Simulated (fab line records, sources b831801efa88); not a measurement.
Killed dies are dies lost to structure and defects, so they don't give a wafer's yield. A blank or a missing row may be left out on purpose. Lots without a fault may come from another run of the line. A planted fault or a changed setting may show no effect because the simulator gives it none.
One fault seen from 2 desks | flow sfq_line | each desk has only its own numbers; what lay behind them comes last

THE METROLOGY DESK
What the gauges read, lot by lot, whatever tool the lot ran on: means of the sampled wafers that have a number. A lot is out of limits, marked OUT, if its mean lies more than 4 standard deviations from the usual mean; the brackets give that distance.
Columns: A = L0_MONX_KI_THK at SFQ_L0_THK_MEAS_902, usual 39.6 nm
lot  | first seen here | A
L907 | day 1 17:42     | 39.6
L908 | day 1 22:42     | 39.2
L909 | day 2 03:42     | 39.9
L910 | day 2 08:41     | 39.4
L911 | day 2 13:43     | 39.5
L912 | day 2 18:41     | 39.2
L913 | day 2 23:41     | 39.5
L916 | day 3 14:41     | 40.5
L917 | day 3 19:41     | 40.1
L922 | day 4 20:43     | 39.3
L925 | day 5 11:41     | 38.5
L926 | day 5 16:41     | 40.1
L927 | day 5 21:41     | 39.6
L929 | day 6 07:43     | 40.0
This desk's finding: nothing out of limits on any of the 14 lots.

THE TOOL OWNER'S DESK: pecvd-01
The tool's own readings at SFQ_TRILAYER_I0_DEP_PECVD_027 (deposits SiO2 from SiH4/N2O, time 111.11 s, target thk 500 nm): means of the sampled wafers that have a number, for each lot that ran on this tool. A lot is out of limits, marked OUT, if its mean lies more than 4 standard deviations from the usual mean; the brackets give that distance.
Columns: A = chamber_pressure_Torr at SFQ_TRILAYER_I0_DEP_PECVD_027, usual 2.400 Torr; B = heater_power_w at SFQ_TRILAYER_I0_DEP_PECVD_027, usual 80 W; C = rf_fwd_power_W at SFQ_TRILAYER_I0_DEP_PECVD_027, usual 182.5 W; D = throttle_valve_pct at SFQ_TRILAYER_I0_DEP_PECVD_027, usual 24.0 %
lot  | first seen here | A     | B  | C               | D
L907 | day 10 17:09    | 2.400 | 84 | 182.7           | 21.9
L910 | day 12 02:19    | 2.400 | 88 | 182.8           | 22.3
L913 | day 13 10:58    | 2.403 | 87 | 183.0           | 21.5
L916 | day 14 20:43    | 2.401 | 85 | 192.1 (+16) OUT | 21.8
L917 | day 15 06:43    | 2.403 | 89 | 202.2 (+32) OUT | 22.5
This desk's finding: out of limits on L916, L917; first on L916, day 14 20:43 (rf_fwd_power_W at SFQ_TRILAYER_I0_DEP_PECVD_027). In limits: L907, L910, L913.

PUT TOGETHER
The tool owner's desk could have raised an alarm at day 14 20:43, on L916, L917.
The metrology desk saw nothing out of limits.
The metrology desk has L916, L917 on record, within its limits.
Of the lots named, all ran SFQ_TRILAYER_I0_DEP_PECVD_027 on pecvd-01.

WHAT THE SIMULATOR HAD PUT IN
Process parameter drift: pecvd-01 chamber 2, from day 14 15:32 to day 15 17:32, at SFQ_TRILAYER_I0_DEP_PECVD_027. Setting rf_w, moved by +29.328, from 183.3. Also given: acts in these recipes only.
Lots struck among those shown: L916, L917.
Hours from the fault's start to each desk's first reading out of limits: the tool owner's desk, 5.
